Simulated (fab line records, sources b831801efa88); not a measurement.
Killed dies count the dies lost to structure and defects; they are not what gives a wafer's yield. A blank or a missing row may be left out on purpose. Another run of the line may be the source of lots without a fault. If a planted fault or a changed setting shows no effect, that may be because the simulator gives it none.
The same fault as seen by 2 desks    flow sfq line    what lay behind the numbers comes last; until then each desk has only its own

== AT THE METROLOGY DESK ==
What the gauges read for every lot (on any tool): the sampled wafers with a number, averaged. If a lot's mean is further than 4 standard deviations from the usual mean, the lot is out of limits and carries the mark OUT (the distance appears in the brackets).
Columns: A = I0_BOW at SFQ_I0_BOW_MEAS_907, usual 1 um; B = M3_OVL at SFQ_M3_OVL_MEAS_921, usual -1 nm
lot   first seen here  A    B
L749  day 14 03:03     -9   2
L750  day 14 14:00     -2   -6
L751  day 15 00:47     0    2
L752  day 15 02:01     -2   2
L753  day 15 03:47     -4   -11
L756  day 15 09:49     5    4
L759  day 15 15:47     1    5
L765  day 18 20:31     1    -3
L766  day 19 12:11     -2   -3
L767  day 19 14:31     2    -2
L768  day 20 00:08     -15  6
L770  day 20 22:56     -4   1
L771  day 21 20:40     -0   -6
L772  day 22 03:55     0    -4
Finding of this desk: none of the 14 lots has anything out of limits.

== THE TOOL OWNER'S DESK: rie diel-02 ==
The tool's own readings at SFQ_TRILAYER_I4_VIA_BARC_OPEN_VIA_ETCH_146 (etches BARC in O2, target depth 125 nm, time 41.7 s): means of the sampled wafers that have a number, for each lot that ran on this tool. If a lot's mean is further than 4 standard deviations from the usual mean, the lot is out of limits and carries the mark OUT (the distance appears in the brackets).
Columns: A = chamber pressure mTorr at SFQ_TRILAYER_I4_VIA_BARC_OPEN_VIA_ETCH_146, usual 29.998 mTorr; B = drypump motor current A at SFQ_TRILAYER_I4_VIA_BARC_OPEN_VIA_ETCH_146, usual 5.8 A; C = oes product au at SFQ_TRILAYER_I4_VIA_BARC_OPEN_VIA_ETCH_146, usual 0.686 a.u.; D = rf fwd power W at SFQ_TRILAYER_I4_VIA_BARC_OPEN_VIA_ETCH_146, usual 494.8 W
lot   first seen here  A       B    C      D
L750  day 51 19:24     30.005  5.6  0.682  494.4
L756  day 52 19:19     30.000  5.6  0.688  695.0 (+99 or more) OUT
L759  day 54 08:31     30.026  5.6  0.687  695.4 (+99 or more) OUT
L767  day 57 04:58     29.990  5.6  0.679  495.8
L770  day 57 18:10     29.975  5.6  0.685  495.8
This desk finds L756, L759 out of limits, L756 being first, at day 52 19:19 (rf fwd power W at SFQ_TRILAYER_I4_VIA_BARC_OPEN_VIA_ETCH_146). L750, L767, L770 stayed within limits.

== PUT TOGETHER ==
The tool owner's desk had the chance to raise an alarm at day 52 19:19 on L756, L759.
From the metrology desk's view, nothing was out of limits.
The metrology desk holds a record of L756, L759, inside its limits.
On rie diel-02, each named lot ran SFQ_TRILAYER_I4_VIA_BARC_OPEN_VIA_ETCH_146.

== WHAT THE SIMULATOR HAD INSERTED ==
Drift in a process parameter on rie diel-02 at SFQ_TRILAYER_I4_VIA_BARC_OPEN_VIA_ETCH_146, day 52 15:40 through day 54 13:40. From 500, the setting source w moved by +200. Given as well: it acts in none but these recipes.
Shown lots that were struck: L756, L759.
Hours from the fault's start to each desk's first reading out of limits: the tool owner's desk, 4.
